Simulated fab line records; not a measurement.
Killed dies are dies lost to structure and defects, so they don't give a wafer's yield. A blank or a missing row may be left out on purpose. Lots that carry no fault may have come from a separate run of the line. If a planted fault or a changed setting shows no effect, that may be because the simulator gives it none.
A lot that was struck, set against a sound lot + flow gf180mcu + 26 out of 602 route steps
Sound: the wafers L500.2, L500.3, L500.6. Wafers struck: L514.1, L514.5, L514.6. Last of all comes the cause.
Each step with rows lists, per side, the tool, then ch with its chambers, then its first start. Under that, the readings that differ: sound wafers + struck wafers + difference of the means + sigmas: that difference in standard deviations of wafers without a fault.
alike: readings with means less than 2 such deviations apart, plus words and numbers identical on both sides. not compared: withheld readings, readings lacking a value on some wafer, bounds such as >300 that could conceal the same value, and numbers that have no deviation in the record and whose values overlap.
The two part at a step that has a row with sigmas, a row that says differs or no value, or rows on one side only. Numbers that have no deviation but don't overlap get no sigmas and don't part them. A reading that every wafer of one side lacks parts them only if that side has two wafers or more.

GF_MVSD_STRIP_10: strips in O2/N2.
  sound on plasmaAsher-03 ch 0, day 4 22:49; struck on plasmaAsher-03 ch 0,1, day 8 08:57
  alike: chamberPressureMTorr, drypumpMotorCurrentA, heaterPowerW, oesProductAu, stripTimeToEndpointS
  not compared: rfHoursCounterH
GF_MVSD_TW_MEAS_11:
  struck on filmMetro-03, day 8 09:03; sound on filmMetro-01, day 4 22:55
  alike: MVSD_TW
then, 7 steps without rows for these wafers: GF_MVPSD_DEHYDRATE_00 (time 60 s); GF_MVPSD_HMDS_01 (prime time 60 s); GF_MVPSD_COAT_02 (resist thk 3000 nm); GF_MVPSD_SOFTBAKE_03; GF_MVPSD_EXPOSE_04 (exposes mask MVPSD, target cd 1000 nm); GF_MVPSD_PEB_05; GF_MVPSD_DEVELOP_06 (develop time 60 s).
GF_MVPSD_OVL_MEAS_07:
  struck on overlay-01, day 9 01:22; sound on overlay-01, day 5 12:59
  alike: MVPSD_OVL
then, 2 steps without rows for these wafers: GF_MVPSD_IMPLANT_08; GF_MVPSD_IMPLANT_09.
GF_MVPSD_STRIP_10: strips in O2/N2.
  sound on plasmaAsher-03 ch 1, day 5 13:19; struck on plasmaAsher-03 ch 0,1, day 9 01:43
  no value came back on the struck wafers for any of 6 readings (chamberPressureMTorr (mTorr), drypumpMotorCurrentA (A) and others); on the sound wafers chamberPressureMTorr (mTorr) reads 1500.3 1500.4 1498.7
| reading                                | sound | struck         | difference | sigmas |
|----------------------------------------|-------|----------------|------------|--------|
| model.coat_of_MVPSD_COAT_02.thkNm (nm) | 0 0 0 | 3002 3004 3004 | +3003      |        |
  not compared: rfHoursCounterH
GF_MVPSD_TW_MEAS_11:
  struck on filmMetro-01, day 9 01:49; sound on filmMetro-03, day 5 13:26
| reading  | sound       | struck      | difference | sigmas |
|----------|-------------|-------------|------------|--------|
| MVPSD_TW | 559 560 561 | 550 548 546 | -12        | -3     |
then, 7 steps without rows for these wafers: GF_VT_IMPLANT_DEHYDRATE_00 (time 60 s); GF_VT_IMPLANT_HMDS_01 (prime time 60 s); GF_VT_IMPLANT_COAT_02 (resist thk 1000 nm); GF_VT_IMPLANT_SOFTBAKE_03 (time 60 s); GF_VT_IMPLANT_EXPOSE_04 (exposes mask LVPWELL LV AREA, target cd 600 nm); GF_VT_IMPLANT_PEB_05; GF_VT_IMPLANT_DEVELOP_06 (develop time 60 s).
GF_VT_IMPLANT_OVL_MEAS_07:
  struck on overlay-01, day 9 19:01; sound on overlay-01, day 6 03:25
| reading             | sound         | struck         | difference | sigmas |
|---------------------|---------------|----------------|------------|--------|
| VT_IMPLANT_OVL (nm) | -0.1 -0.1 0.3 | -3.9 -3.4 -3.1 | -3.5       | -2     |
then, 1 step without rows for these wafers: GF_VT_IMPLANT_IMPLANT_08.
GF_VT_IMPLANT_STRIP_09: strips in O2/N2.
  sound on plasmaAsher-01 ch 0, day 6 03:36; struck on plasmaAsher-01 ch 0,1, day 9 19:13
| reading                  | sound             | struck            | difference | sigmas      |
|--------------------------|-------------------|-------------------|------------|-------------|
| stripTimeToEndpointS (s) | 12.64 12.63 12.65 | 57.23 57.25 57.20 | +44.59     | +99 or more |
  alike: chamberPressureMTorr, drypumpMotorCurrentA, heaterPowerW, oesProductAu
  not compared: rfHoursCounterH
GF_VT_IMPLANT_TW_MEAS_10:
  struck on filmMetro-01, day 9 19:19; sound on filmMetro-01, day 6 03:43
| reading       | sound             | struck         | difference | sigmas      |
|---------------|-------------------|----------------|------------|-------------|
| VT_IMPLANT_TW | 563.0 566.2 561.3 | 30.0 29.9 29.8 | -533.6     | -99 or more |
then, 1 step without rows for these wafers: GF_VT_IMPLANT_DEHYDRATE_11 (time 60 s).

== WHERE THEY PART ==
First at GF_MVPSD_STRIP_10; last, within this record, at GF_VT_IMPLANT_TW_MEAS_10.

WHY: what the simulator had put in
Entire step skipped (plasmaAsher-03, GF_MVPSD_STRIP_10), from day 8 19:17 onward. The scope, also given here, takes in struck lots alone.
